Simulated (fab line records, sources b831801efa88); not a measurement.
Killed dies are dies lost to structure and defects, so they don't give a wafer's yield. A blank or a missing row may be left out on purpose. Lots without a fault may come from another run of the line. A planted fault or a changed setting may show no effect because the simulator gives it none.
Which tool did it? | flow sky130 | 12 lots, 36 wafers sampled, at 1 step of a route of 708

WHAT THE GAUGES READ, wafer by wafer
SKY_SONOS_ONO_THK_MEAS_01.
lot  | measured     | on            | SONOS_ONO_OXIDATION_THK (nm)
L075 | day 11 06:27 | film_metro-03 | 2.69 2.66 2.68
L077 | day 12 19:56 | film_metro-04 | 2.59 2.52 2.64
L080 | day 13 14:04 | film_metro-01 | 2.56 2.52 2.47
L081 | day 13 21:50 | film_metro-03 | 2.57 2.58 2.62
L083 | day 14 08:05 | film_metro-03 | 2.62 2.59 2.58
L085 | day 15 00:31 | film_metro-01 | 2.51 2.53 2.46
L087 | day 15 14:43 | film_metro-04 | 2.57 2.52 2.58
L089 | day 16 00:58 | film_metro-03 | 2.62 2.57 2.58
L091 | day 16 20:46 | film_metro-01 | 2.59 2.61 2.63
L093 | day 17 20:31 | film_metro-01 | 2.61 2.56 2.65
L094 | day 18 23:06 | film_metro-03 | 2.64 2.59 2.58
L097 | day 19 04:02 | film_metro-03 | 2.58 2.59 2.59

WHICH TOOL RAN EACH LOT (tool, then ch and the chambers of the sampled wafers, then the start)
The record holds no process step before these readings.

THE ANSWER, worked out from the rows above alone
Rule: what is usual is taken from the lots themselves. Put in order of their means at a reading, lots are off if they are a third of the lots or fewer, leave a main group of 4 or more, and stand apart from it by a gap of 3 or more times the standard deviation of the main group's means; of several such gaps the widest counts. A main group whose means are all the same, to the digits that the tables above print for the reading, isn't used. A lot without any number at a reading at which 4 lots or more have one is off too. The other lots that the step has rows for count as sound.
No lot is off at any reading shown: from this, nothing can be told.

WHAT THE SIMULATOR HAD PUT IN
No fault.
